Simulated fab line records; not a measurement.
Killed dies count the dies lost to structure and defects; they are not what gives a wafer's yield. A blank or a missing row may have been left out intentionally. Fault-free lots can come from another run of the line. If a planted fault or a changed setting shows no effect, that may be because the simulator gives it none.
2 desks, one fault | flow gf180mcu | numbers are kept per desk, each desk with only its own; the story behind them comes last

DESK OF THE TOOL OWNER: rtp-anneal-02
Per lot that ran on this tool, the mean of the sampled wafers carrying a number, from the tool's own readings at GF_VT_IMPLANT_RTA_45 (time 30 s). A lot is out of limits, marked OUT, if its mean lies more than 4 standard deviations from the usual mean; the brackets give that distance.
Columns: A = anneal-temp-c-max at GF_VT_IMPLANT_RTA_45, usual 1055.9; B = chamber-o2-ppm at GF_VT_IMPLANT_RTA_45, usual 2.002; C = lamp-power-pct at GF_VT_IMPLANT_RTA_45, usual 34.9 %; D = wafer_temp_C_max at GF_VT_IMPLANT_RTA_45, usual 1055.7
lot  | first seen here | A      | B     | C    | D
L696 | day 8 01:04     | 1056.5 | 2.002 | 37.0 | 1055.5
L699 | day 8 13:38     | 1055.2 | 1.991 | 36.9 | 1055.3
L709 | day 11 12:09    | 1055.6 | 1.972 | 36.9 | 1055.7
L714 | day 12 18:29    | 1054.8 | 2.010 | 36.9 | 1054.3
L716 | day 13 08:11    | 1055.3 | 2.006 | 36.9 | 1054.7
L717 | day 13 14:04    | 1055.8 | 2.029 | 36.9 | 1054.5
L718 | day 13 21:23    | 1055.5 | 2.007 | 36.9 | 1055.0
Result from this desk: across the 7 lots, nothing is out of limits.

AT THE METROLOGY DESK
Lot by lot, what the gauges showed, no matter which tool ran the lot: averages of those sampled wafers that carry a number. A lot is out of limits, marked OUT, if its mean lies more than 4 standard deviations from the usual mean; the brackets give that distance.
Columns: A = MVSD_RS at GF_VT_IMPLANT_RS_MEAS_46, usual 456.2 ohm/sq; B = NWELL_RS at GF_VT_IMPLANT_RS_MEAS_47, usual 487.7 ohm/sq; C = LVPWELL_RS at GF_VT_IMPLANT_RS_MEAS_48, usual 1196 ohm/sq
lot  | first seen here | A                       | B                       | C
L696 | day 8 01:10     | 456.5                   | 488.7                   | 1196
L699 | day 8 13:44     | 456.3                   | 488.0                   | 1196
L701 | day 9 05:46     | 456.6                   | 487.0                   | 1195
L702 | day 9 08:16     | 132.7 (-99 or more) OUT | 132.7 (-99 or more) OUT | 133 (-99 or more) OUT
L703 | day 9 16:40     | 133.0 (-99 or more) OUT | 133.1 (-99 or more) OUT | 133 (-99 or more) OUT
L708 | day 10 22:14    | 456.1                   | 488.5                   | 1199
L709 | day 11 12:16    | 457.6                   | 488.3                   | 1193
L711 | day 11 19:56    | 455.0                   | 488.2                   | 1197
L712 | day 12 07:51    | 455.1                   | 487.6                   | 1200
L714 | day 12 18:35    | 455.2                   | 487.5                   | 1194
L715 | day 13 00:54    | 456.6                   | 487.6                   | 1199
L716 | day 13 08:17    | 456.1                   | 485.8                   | 1195
L717 | day 13 14:10    | 457.2                   | 487.3                   | 1197
L718 | day 13 21:29    | 456.3                   | 487.6                   | 1193
Finding of this desk: L702, L703 out of limits, first seen on L702 at day 9 08:16 (MVSD_RS at GF_VT_IMPLANT_RS_MEAS_46). L696, L699, L701, L708, L709, L711, L712, L714, L715, L716, L717, L718 stayed within limits.

PUT TOGETHER
An alarm was possible from the metrology desk at day 9 08:16, on L702, L703.
The tool owner's desk saw nothing out of limits.
The tool owner's desk has no number on record for L702, L703.
The lots listed all ran GF_VT_IMPLANT_RTA_45 on rtp-anneal-02.

WHAT HAD BEEN PUT IN BY THE SIMULATOR
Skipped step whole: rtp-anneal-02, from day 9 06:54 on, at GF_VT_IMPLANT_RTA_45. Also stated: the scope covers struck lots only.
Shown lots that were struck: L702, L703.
Hours from the fault's start to each desk's first reading out of limits: the metrology desk, 1.
